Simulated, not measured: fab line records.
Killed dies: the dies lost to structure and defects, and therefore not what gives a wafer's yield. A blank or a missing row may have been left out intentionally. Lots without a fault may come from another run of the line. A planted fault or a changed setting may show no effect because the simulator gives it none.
Which of the tools did it? / flow sky130 / Sampling: 24 lots, 72 wafers, 6 of 708 route steps

WHAT EACH GAUGE READ, for each wafer
SKY_CONTACT_CD_MEAS_14 targets a cd of 170 nm.
lot=L074; measured=day 31 12:13; on=cdSem-02; cdNm (nm)=172.5 172.8 173.3
lot=L075; measured=day 32 02:28; on=cdSem-02; cdNm (nm)=170.2 171.4 169.5
lot=L076; measured=day 32 04:32; on=cdSem-01; cdNm (nm)=170.3 169.9 171.9
lot=L077; measured=day 32 16:07; on=cdSem-02; cdNm (nm)=169.0 167.9 168.7
lot=L078; measured=day 32 18:36; on=cdSem-01; cdNm (nm)=167.4 168.3 168.4
lot=L079; measured=day 33 22:04; on=cdSem-02; cdNm (nm)=172.1 172.1 172.7
lot=L080; measured=day 34 00:20; on=cdSem-02; cdNm (nm)=169.3 168.9 171.0
lot=L081; measured=day 34 02:42; on=cdSem-01; cdNm (nm)=169.8 169.1 169.2
lot=L082; measured=day 34 07:28; on=cdSem-02; cdNm (nm)=167.6 166.7 167.0
lot=L083; measured=day 35 07:22; on=cdSem-01; cdNm (nm)=169.9 172.2 171.4
lot=L084; measured=day 35 10:17; on=cdSem-02; cdNm (nm)=168.6 169.2 168.3
lot=L086; measured=day 36 04:19; on=cdSem-02; cdNm (nm)=170.7 170.8 169.4
lot=L085; measured=day 36 04:52; on=cdSem-01; cdNm (nm)=166.8 167.9 166.6
lot=L087; measured=day 36 07:07; on=cdSem-01; cdNm (nm)=170.9 168.9 168.8
lot=L088; measured=day 36 09:09; on=cdSem-01; cdNm (nm)=169.0 168.8 169.5
lot=L089; measured=day 36 15:25; on=cdSem-02; cdNm (nm)=167.7 169.2 167.9
lot=L090; measured=day 36 17:39; on=cdSem-02; cdNm (nm)=165.9 166.1 167.4
lot=L092; measured=day 37 11:29; on=cdSem-02; cdNm (nm)=171.0 171.2 170.9
lot=L091; measured=day 37 13:13; on=cdSem-01; cdNm (nm)=171.4 171.8 169.9
lot=L093; measured=day 37 16:06; on=cdSem-02; cdNm (nm)=172.0 168.2 170.6
lot=L094; measured=day 38 15:50; on=cdSem-02; cdNm (nm)=167.1 166.7 166.7
lot=L096; measured=day 38 19:11; on=cdSem-02; cdNm (nm)=170.9 170.1 171.2
lot=L095; measured=day 38 19:34; on=cdSem-02; cdNm (nm)=172.0 171.2 171.4
lot=L097; measured=day 38 22:10; on=cdSem-01; cdNm (nm)=169.4 168.4 168.8

SKY_VIA2_THK_MEAS_23: measures by xrf.
lot=L074; measured=day 36 05:17; on=filmMetro-02; VIA2_W_THK (nm)=424 417 413
lot=L075; measured=day 36 18:10; on=filmMetro-03; VIA2_W_THK (nm)=443 435 437
lot=L076; measured=day 36 20:37; on=filmMetro-01; VIA2_W_THK (nm)=419 420 421
lot=L077; measured=day 37 07:28; on=filmMetro-01; VIA2_W_THK (nm)=431 438 439
lot=L078; measured=day 37 10:55; on=filmMetro-03; VIA2_W_THK (nm)=443 442 442
lot=L079; measured=day 38 12:29; on=filmMetro-01; VIA2_W_THK (nm)=428 421 423
lot=L080; measured=day 38 16:29; on=filmMetro-02; VIA2_W_THK (nm)=416 423 430
lot=L081; measured=day 38 17:59; on=filmMetro-02; VIA2_W_THK (nm)=418 427 422
lot=L082; measured=day 38 22:40; on=filmMetro-03; VIA2_W_THK (nm)=437 444 440
lot=L083; measured=day 39 23:01; on=filmMetro-01; VIA2_W_THK (nm)=433 421 421
lot=L084; measured=day 40 00:17; on=filmMetro-03; VIA2_W_THK (nm)=441 446 436
lot=L086; measured=day 40 16:15; on=filmMetro-03; VIA2_W_THK (nm)=443 441 448
lot=L085; measured=day 40 17:50; on=filmMetro-02; VIA2_W_THK (nm)=422 410 424
lot=L087; measured=day 40 20:16; on=filmMetro-02; VIA2_W_THK (nm)=423 418 426
lot=L088; measured=day 40 21:43; on=filmMetro-01; VIA2_W_THK (nm)=413 430 412
lot=L089; measured=day 41 03:23; on=filmMetro-03; VIA2_W_THK (nm)=436 442 451
lot=L090; measured=day 41 04:31; on=filmMetro-01; VIA2_W_THK (nm)=426 426 424
lot=L092; measured=day 41 21:38; on=filmMetro-01; VIA2_W_THK (nm)=427 432 427
lot=L091; measured=day 41 23:01; on=filmMetro-03; VIA2_W_THK (nm)=437 437 432
lot=L093; measured=day 42 02:26; on=filmMetro-03; VIA2_W_THK (nm)=436 439 433
lot=L094; measured=day 42 23:55; on=filmMetro-01; VIA2_W_THK (nm)=419 426 425
lot=L096; measured=day 43 03:09; on=filmMetro-01; VIA2_W_THK (nm)=418 421 410
lot=L095; measured=day 43 03:40; on=filmMetro-03; VIA2_W_THK (nm)=437 442 435
lot=L097; measured=day 43 06:18; on=filmMetro-01; VIA2_W_THK (nm)=420 421 426

SKY_VIA4_THK_MEAS_01.
lot=L074; measured=day 41 15:58; on=filmMetro-02; VIA4_HDPCVD_THK (nm)=1736 1749 1765
lot=L075; measured=day 42 04:28; on=filmMetro-01; VIA4_HDPCVD_THK (nm)=1802 1780 1772
lot=L076; measured=day 42 06:29; on=filmMetro-01; VIA4_HDPCVD_THK (nm)=1772 1766 1776
lot=L077; measured=day 42 16:50; on=filmMetro-02; VIA4_HDPCVD_THK (nm)=1751 1774 1733
lot=L078; measured=day 42 23:20; on=filmMetro-01; VIA4_HDPCVD_THK (nm)=1752 1761 1731
lot=L079; measured=day 43 18:49; on=filmMetro-01; VIA4_HDPCVD_THK (nm)=1730 1740 1747
lot=L080; measured=day 43 23:34; on=filmMetro-03; VIA4_HDPCVD_THK (nm)=1732 1741 1791
lot=L081; measured=day 44 01:23; on=filmMetro-03; VIA4_HDPCVD_THK (nm)=1728 1748 1736
lot=L082; measured=day 44 04:42; on=filmMetro-01; VIA4_HDPCVD_THK (nm)=1751 1756 1764
lot=L083; measured=day 45 03:58; on=filmMetro-02; VIA4_HDPCVD_THK (nm)=1783 1790 1753
lot=L084; measured=day 45 04:50; on=filmMetro-01; VIA4_HDPCVD_THK (nm)=1738 1751 1758
lot=L086; measured=day 45 14:47; on=filmMetro-02; VIA4_HDPCVD_THK (nm)=1737 1767 1763
lot=L085; measured=day 45 20:25; on=filmMetro-01; VIA4_HDPCVD_THK (nm)=1720 1735 1742
lot=L087; measured=day 45 21:16; on=filmMetro-02; VIA4_HDPCVD_THK (nm)=1758 1752 1753
lot=L088; measured=day 46 02:31; on=filmMetro-02; VIA4_HDPCVD_THK (nm)=1752 1756 1737
lot=L089; measured=day 46 02:56; on=filmMetro-02; VIA4_HDPCVD_THK (nm)=1748 1732 1740
lot=L090; measured=day 46 03:41; on=filmMetro-03; VIA4_HDPCVD_THK (nm)=1798 1781 1773
lot=L092; measured=day 46 20:00; on=filmMetro-03; VIA4_HDPCVD_THK (nm)=1761 1750 1752
lot=L091; measured=day 46 20:45; on=filmMetro-03; VIA4_HDPCVD_THK (nm)=1756 1731 1743
lot=L093; measured=day 47 01:14; on=filmMetro-01; VIA4_HDPCVD_THK (nm)=1750 1752 1732
lot=L094; measured=day 47 18:20; on=filmMetro-02; VIA4_HDPCVD_THK (nm)=1744 1765 1776
lot=L096; measured=day 47 22:25; on=filmMetro-01; VIA4_HDPCVD_THK (nm)=1722 1733 1728
lot=L095; measured=day 47 22:26; on=filmMetro-02; VIA4_HDPCVD_THK (nm)=1748 1773 1752
lot=L097; measured=day 47 23:35; on=filmMetro-02; VIA4_HDPCVD_THK (nm)=1753 1775 1740

TOOL THAT RAN EACH LOT (tool first, then ch and the chambers of the sampled wafers, then the start)
lot=L074; SKY_VIA3_CMP_02=cmp-02 ch 0,1,3, day 38 09:19; SKY_METAL4_SPUTTER_04=pvdSputter-03, day 39 12:11; SKY_CAP2M_CVD_00=pecvd-03 ch 0,2, day 39 12:14
lot=L075; SKY_VIA3_CMP_02=cmp-02 ch 1,2, day 38 23:50; SKY_METAL4_SPUTTER_04=pvdSputter-02, day 40 02:30; SKY_CAP2M_CVD_00=pecvd-04 ch 1,2, day 40 02:33
lot=L076; SKY_VIA3_CMP_02=cmp-02 ch 1,2, day 39 01:21; SKY_METAL4_SPUTTER_04=pvdSputter-03, day 40 04:11; SKY_CAP2M_CVD_00=pecvd-02 ch 0,2, day 40 04:14
lot=L077; SKY_VIA3_CMP_02=cmp-01 ch 0,1, day 39 12:43; SKY_METAL4_SPUTTER_04=pvdSputter-02, day 40 15:38; SKY_CAP2M_CVD_00=pecvd-03 ch 1,2, day 40 15:41
lot=L078; SKY_VIA3_CMP_02=cmp-01 ch 2,3, day 39 14:58; SKY_METAL4_SPUTTER_04=pvdSputter-01, day 40 18:03; SKY_CAP2M_CVD_00=pecvd-03 ch 0,1,2, day 40 18:06
lot=L079; SKY_VIA3_CMP_02=cmp-01 ch 0,1,2, day 40 17:04; SKY_METAL4_SPUTTER_04=pvdSputter-02, day 41 18:43; SKY_CAP2M_CVD_00=pecvd-04 ch 1,2, day 41 18:46
lot=L080; SKY_VIA3_CMP_02=cmp-01 ch 1,2,3, day 40 21:22; SKY_METAL4_SPUTTER_04=pvdSputter-01, day 41 23:05; SKY_CAP2M_CVD_00=pecvd-02 ch 0,1,2, day 41 23:08
lot=L081; SKY_VIA3_CMP_02=cmp-01 ch 2,3, day 40 23:20; SKY_METAL4_SPUTTER_04=pvdSputter-02, day 42 00:58; SKY_CAP2M_CVD_00=pecvd-03 ch 0, day 42 01:01
lot=L082; SKY_VIA3_CMP_02=cmp-02 ch 1,2, day 41 02:24; SKY_METAL4_SPUTTER_04=pvdSputter-03, day 42 04:14; SKY_CAP2M_CVD_00=pecvd-04 ch 0,1,2, day 42 04:17
lot=L083; SKY_VIA3_CMP_02=cmp-02 ch 0,1,3, day 42 01:49; SKY_METAL4_SPUTTER_04=pvdSputter-01, day 43 03:16; SKY_CAP2M_CVD_00=pecvd-02 ch 0,2, day 43 03:19
lot=L084; SKY_VIA3_CMP_02=cmp-02 ch 0,1, day 42 03:37; SKY_METAL4_SPUTTER_04=pvdSputter-03, day 43 04:57; SKY_CAP2M_CVD_00=pecvd-04 ch 1,2, day 43 05:00
lot=L086; SKY_VIA3_CMP_02=cmp-01 ch 0,1,3, day 42 17:29; SKY_METAL4_SPUTTER_04=pvdSputter-02, day 43 18:25; SKY_CAP2M_CVD_00=pecvd-02 ch 0,2, day 43 18:28
lot=L085; SKY_VIA3_CMP_02=cmp-01 ch 0,1,2, day 42 21:11; SKY_METAL4_SPUTTER_04=pvdSputter-02, day 43 22:42; SKY_CAP2M_CVD_00=pecvd-03 ch 0,1, day 43 22:45
lot=L087; SKY_VIA3_CMP_02=cmp-01 ch 1,2,3, day 42 22:08; SKY_METAL4_SPUTTER_04=pvdSputter-01, day 43 23:37; SKY_CAP2M_CVD_00=pecvd-02 ch 1,2, day 43 23:40
lot=L088; SKY_VIA3_CMP_02=cmp-02 ch 0,2, day 43 05:07; SKY_METAL4_SPUTTER_04=pvdSputter-01, day 44 06:32; SKY_CAP2M_CVD_00=pecvd-03 ch 0,1, day 44 06:35
lot=L089; SKY_VIA3_CMP_02=cmp-02 ch 0,1,3, day 43 05:31; SKY_METAL4_SPUTTER_04=pvdSputter-03, day 44 06:51; SKY_CAP2M_CVD_00=pecvd-02 ch 0,2, day 44 06:54
lot=L090; SKY_VIA3_CMP_02=cmp-02 ch 1,3, day 43 05:52; SKY_METAL4_SPUTTER_04=pvdSputter-01, day 44 07:08; SKY_CAP2M_CVD_00=pecvd-03 ch 0,1, day 44 07:11
lot=L092; SKY_VIA3_CMP_02=cmp-01 ch 1,2, day 43 22:54; SKY_METAL4_SPUTTER_04=pvdSputter-01, day 44 22:58; SKY_CAP2M_CVD_00=pecvd-02 ch 0,1,2, day 44 23:01
lot=L091; SKY_VIA3_CMP_02=cmp-01 ch 0,1,2, day 44 00:26; SKY_METAL4_SPUTTER_04=pvdSputter-01, day 45 00:41; SKY_CAP2M_CVD_00=pecvd-02 ch 0,1, day 45 00:44
lot=L093; SKY_VIA3_CMP_02=cmp-01 ch 0,1,3, day 44 03:29; SKY_METAL4_SPUTTER_04=pvdSputter-02, day 45 05:56; SKY_CAP2M_CVD_00=pecvd-03 ch 0,2, day 45 05:59
lot=L094; SKY_VIA3_CMP_02=cmp-01 ch 0,1,3, day 45 00:47; SKY_METAL4_SPUTTER_04=pvdSputter-03, day 46 00:15; SKY_CAP2M_CVD_00=pecvd-02 ch 1,2, day 46 00:18
lot=L096; SKY_VIA3_CMP_02=cmp-02 ch 0,3, day 45 04:38; SKY_METAL4_SPUTTER_04=pvdSputter-01, day 46 04:02; SKY_CAP2M_CVD_00=pecvd-03 ch 0,2, day 46 04:05
lot=L095; SKY_VIA3_CMP_02=cmp-02 ch 0,2,3, day 45 05:02; SKY_METAL4_SPUTTER_04=pvdSputter-02, day 46 04:28; SKY_CAP2M_CVD_00=pecvd-04 ch 0,2, day 46 04:31
lot=L097; SKY_VIA3_CMP_02=cmp-01 ch 0,1,3, day 45 06:19; SKY_METAL4_SPUTTER_04=pvdSputter-03, day 46 05:59; SKY_CAP2M_CVD_00=pecvd-02 ch 0,1,2, day 46 06:02
- SKY_VIA3_CMP_02: polishes SiO2.
- SKY_METAL4_SPUTTER_04: material TiN, target thk 70 nm, time 58.3 s.
- SKY_CAP2M_CVD_00: deposits SiO2, target thk 15.5 nm.

AS READ BY THE TOOLS THEMSELVES (means over the sampled wafers that have a number; for cases with no such wafer, the mark the record gives instead)
SKY_VIA3_CMP_02.
lot=L074; tool=cmp-02; motorCurrentA (A)=12.2; platenRpm (rpm)=60.00; slurryFlowMlMin=150.2
lot=L075; tool=cmp-02; motorCurrentA (A)=12.4; platenRpm (rpm)=60.08; slurryFlowMlMin=149.8
lot=L076; tool=cmp-02; motorCurrentA (A)=12.4; platenRpm (rpm)=59.99; slurryFlowMlMin=150.2
lot=L077; tool=cmp-01; motorCurrentA (A)=12.5; platenRpm (rpm)=59.97; slurryFlowMlMin=149.6
lot=L078; tool=cmp-01; motorCurrentA (A)=13.1; platenRpm (rpm)=60.01; slurryFlowMlMin=149.9
lot=L079; tool=cmp-01; motorCurrentA (A)=12.7; platenRpm (rpm)=59.99; slurryFlowMlMin=149.8
lot=L080; tool=cmp-01; motorCurrentA (A)=13.4; platenRpm (rpm)=60.01; slurryFlowMlMin=149.8
lot=L081; tool=cmp-01; motorCurrentA (A)=13.4; platenRpm (rpm)=59.95; slurryFlowMlMin=150.3
lot=L082; tool=cmp-02; motorCurrentA (A)=12.6; platenRpm (rpm)=60.00; slurryFlowMlMin=150.1
lot=L083; tool=cmp-02; motorCurrentA (A)=12.5; platenRpm (rpm)=60.00; slurryFlowMlMin=149.5
lot=L084; tool=cmp-02; motorCurrentA (A)=11.6; platenRpm (rpm)=60.00; slurryFlowMlMin=150.0
lot=L086; tool=cmp-01; motorCurrentA (A)=13.2; platenRpm (rpm)=60.05; slurryFlowMlMin=149.9
lot=L085; tool=cmp-01; motorCurrentA (A)=12.9; platenRpm (rpm)=60.01; slurryFlowMlMin=149.8
lot=L087; tool=cmp-01; motorCurrentA (A)=13.3; platenRpm (rpm)=60.00; slurryFlowMlMin=150.1
lot=L088; tool=cmp-02; motorCurrentA (A)=11.8; platenRpm (rpm)=60.00; slurryFlowMlMin=150.2
lot=L089; tool=cmp-02; motorCurrentA (A)=12.1; platenRpm (rpm)=59.99; slurryFlowMlMin=150.2
lot=L090; tool=cmp-02; motorCurrentA (A)=12.6; platenRpm (rpm)=60.01; slurryFlowMlMin=150.1
lot=L092; tool=cmp-01; motorCurrentA (A)=12.7; platenRpm (rpm)=60.00; slurryFlowMlMin=150.4
lot=L091; tool=cmp-01; motorCurrentA (A)=12.8; platenRpm (rpm)=59.99; slurryFlowMlMin=149.8
lot=L093; tool=cmp-01; motorCurrentA (A)=12.8; platenRpm (rpm)=60.00; slurryFlowMlMin=149.7
lot=L094; tool=cmp-01; motorCurrentA (A)=12.8; platenRpm (rpm)=59.99; slurryFlowMlMin=150.1
lot=L096; tool=cmp-02; motorCurrentA (A)=12.4; platenRpm (rpm)=60.05; slurryFlowMlMin=150.3
lot=L095; tool=cmp-02; motorCurrentA (A)=12.5; platenRpm (rpm)=59.96; slurryFlowMlMin=150.1
lot=L097; tool=cmp-01; motorCurrentA (A)=12.9; platenRpm (rpm)=60.05; slurryFlowMlMin=149.8

SKY_METAL4_SPUTTER_04.
lot=L074; tool=pvdSputter-03; throttleValvePct (%)=29.4
lot=L075; tool=pvdSputter-02; throttleValvePct (%)=29.3
lot=L076; tool=pvdSputter-03; throttleValvePct (%)=29.6
lot=L077; tool=pvdSputter-02; throttleValvePct (%)=30.8
lot=L078; tool=pvdSputter-01; throttleValvePct (%)=30.1
lot=L079; tool=pvdSputter-02; throttleValvePct (%)=29.6
lot=L080; tool=pvdSputter-01; throttleValvePct (%)=30.5
lot=L081; tool=pvdSputter-02; throttleValvePct (%)=31.0
lot=L082; tool=pvdSputter-03; throttleValvePct (%)=29.6
lot=L083; tool=pvdSputter-01; throttleValvePct (%)=30.4
lot=L084; tool=pvdSputter-03; throttleValvePct (%)=29.3
lot=L086; tool=pvdSputter-02; throttleValvePct (%)=29.3
lot=L085; tool=pvdSputter-02; throttleValvePct (%)=30.1
lot=L087; tool=pvdSputter-01; throttleValvePct (%)=30.5
lot=L088; tool=pvdSputter-01; throttleValvePct (%)=30.2
lot=L089; tool=pvdSputter-03; throttleValvePct (%)=29.4
lot=L090; tool=pvdSputter-01; throttleValvePct (%)=29.8
lot=L092; tool=pvdSputter-01; throttleValvePct (%)=30.7
lot=L091; tool=pvdSputter-01; throttleValvePct (%)=30.3
lot=L093; tool=pvdSputter-02; throttleValvePct (%)=30.0
lot=L094; tool=pvdSputter-03; throttleValvePct (%)=29.4
lot=L096; tool=pvdSputter-01; throttleValvePct (%)=30.3
lot=L095; tool=pvdSputter-02; throttleValvePct (%)=31.0
lot=L097; tool=pvdSputter-03; throttleValvePct (%)=29.6

SKY_CAP2M_CVD_00.
lot=L074; tool=pecvd-03; heaterPowerW (W)=625
lot=L075; tool=pecvd-04; heaterPowerW (W)=628
lot=L076; tool=pecvd-02; heaterPowerW (W)=826
lot=L077; tool=pecvd-03; heaterPowerW (W)=713
lot=L078; tool=pecvd-03; heaterPowerW (W)=667
lot=L079; tool=pecvd-04; heaterPowerW (W)=675
lot=L080; tool=pecvd-02; heaterPowerW (W)=693
lot=L081; tool=pecvd-03; heaterPowerW (W)=519
lot=L082; tool=pecvd-04; heaterPowerW (W)=648
lot=L083; tool=pecvd-02; heaterPowerW (W)=727
lot=L084; tool=pecvd-04; heaterPowerW (W)=647
lot=L086; tool=pecvd-02; heaterPowerW (W)=754
lot=L085; tool=pecvd-03; heaterPowerW (W)=692
lot=L087; tool=pecvd-02; heaterPowerW (W)=664
lot=L088; tool=pecvd-03; heaterPowerW (W)=648
lot=L089; tool=pecvd-02; heaterPowerW (W)=778
lot=L090; tool=pecvd-03; heaterPowerW (W)=603
lot=L092; tool=pecvd-02; heaterPowerW (W)=771
lot=L091; tool=pecvd-02; heaterPowerW (W)=726
lot=L093; tool=pecvd-03; heaterPowerW (W)=638
lot=L094; tool=pecvd-02; heaterPowerW (W)=641
lot=L096; tool=pecvd-03; heaterPowerW (W)=598
lot=L095; tool=pecvd-04; heaterPowerW (W)=607
lot=L097; tool=pecvd-02; heaterPowerW (W)=710

THE ANSWER, worked out from the rows above alone
Rule: what is usual is taken from the lots themselves. Put in order of their means at a reading, lots are off if they are a third of the lots or fewer, leave a main group of 4 or more, and stand apart from it by a gap of 3 or more times the standard deviation of the main group's means; of several such gaps the widest counts. If all means in a main group match to the digits the tables above print for the reading, that group is not used. Also off: a lot with no number at a reading for which 4 or more lots have one. Any other lot the step has rows for is counted as sound. First the gauges in route order, then the tools' own readings, where a lot's mean is used as printed above. At the first step where some lot is off, the reading lying furthest off is the one used; lots without a number count as furthest.
Across all readings shown, no lot is off: no conclusion can be drawn from this.

WHAT THE SIMULATOR PUT IN
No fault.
